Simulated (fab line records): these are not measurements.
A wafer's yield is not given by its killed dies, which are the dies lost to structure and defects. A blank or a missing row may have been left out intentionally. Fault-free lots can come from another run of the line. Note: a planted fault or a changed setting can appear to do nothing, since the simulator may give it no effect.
Which tool was responsible?	flow sky130	11 lots, 33 wafers sampled, at 2 steps of a route of 708

== WHAT THE GAUGES READ, wafer by wafer ==
SKY_VT_ADJUST_NCORE_CD_MEAS_07: target cd 380 nm.
lot	measured	on	cd-nm (nm)
L345	day 8 23:34	cd-sem-02	381.4 381.9 381.5
L347	day 9 11:49	cd-sem-01	381.4 381.1 381.4
L348	day 9 20:31	cd-sem-01	379.2 381.1 378.6
L349	day 10 10:43	cd-sem-01	380.8 380.7 378.5
L350	day 10 15:45	cd-sem-01	380.9 379.4 379.2
L352	day 11 04:57	cd-sem-02	381.2 380.9 377.9
L353	day 11 08:51	cd-sem-02	382.2 380.4 380.4
L358	day 13 06:45	cd-sem-01	384.3 383.9 383.5
L362	day 14 10:30	cd-sem-02	365.6 361.0 362.3 365.3 361.0 362.7
L363	day 14 16:07	cd-sem-01	345.7 365.9 362.3 345.7 365.8 362.0
L366	day 15 23:42	cd-sem-01	380.5 382.4 381.8

== EACH LOT AND THE TOOL THAT RAN IT (in order: tool; ch and the chambers of the sampled wafers; start) ==
lot	SKY_VT_ADJUST_NCORE_EXPOSE_04
L345	iline-stepper-02 ch 0, day 8 13:12
L347	iline-stepper-01 ch 0, day 9 01:23
L348	iline-stepper-02 ch 0, day 9 10:59
L349	iline-stepper-01 ch 0, day 9 23:19
L350	iline-stepper-01 ch 0, day 10 04:36
L352	iline-stepper-01 ch 0, day 10 17:41
L353	iline-stepper-02 ch 0, day 10 21:04
L358	iline-stepper-01 ch 0, day 12 18:10
L362	iline-stepper-01 ch 0, day 13 21:21
L363	iline-stepper-01 ch 0, day 14 03:15
L366	iline-stepper-02 ch 0, day 15 10:12
- SKY_VT_ADJUST_NCORE_EXPOSE_04: exposes mask LVTN COMPLEMENT THIN, target cd 380 nm.

== THE ANSWER, worked out from the rows above alone ==
Rule: the usual values come from the lots themselves. Put in order of their means at a reading, lots are off if they are a third of the lots or fewer, leave a main group of 4 or more, and stand apart from it by a gap of 3 or more times the standard deviation of the main group's means; of several such gaps the widest counts. Not used: any main group whose means are identical at the precision the tables above print for the reading. A lot without any number at a reading at which 4 lots or more have one is off too. Any other lot the step has rows for is counted as sound.
Off: L362, L363, at SKY_VT_ADJUST_NCORE_CD_MEAS_07 (cd-nm). Main group: mean 381.0 nm, sd 1.3.
A tool fits if, at a process step before that reading, it ran every lot that is off, and no sound lot after the first of them. The gauges at SKY_VT_ADJUST_NCORE_CD_MEAS_07 are tried like those tools. One fits: SKY_VT_ADJUST_NCORE_EXPOSE_04 on iline-stepper-01. Its last sound lot is L358 (day 12 18:10), its first lot that is off L362 (day 13 21:21): a fault that began between those two fits.

== WHAT THE SIMULATOR HAD PUT IN ==
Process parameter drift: iline-stepper-01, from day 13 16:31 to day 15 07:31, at SKY_VT_ADJUST_NCORE_EXPOSE_04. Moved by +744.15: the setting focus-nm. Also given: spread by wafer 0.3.
Shown lots that were struck: L362, L363. This agrees with what the rule above found.
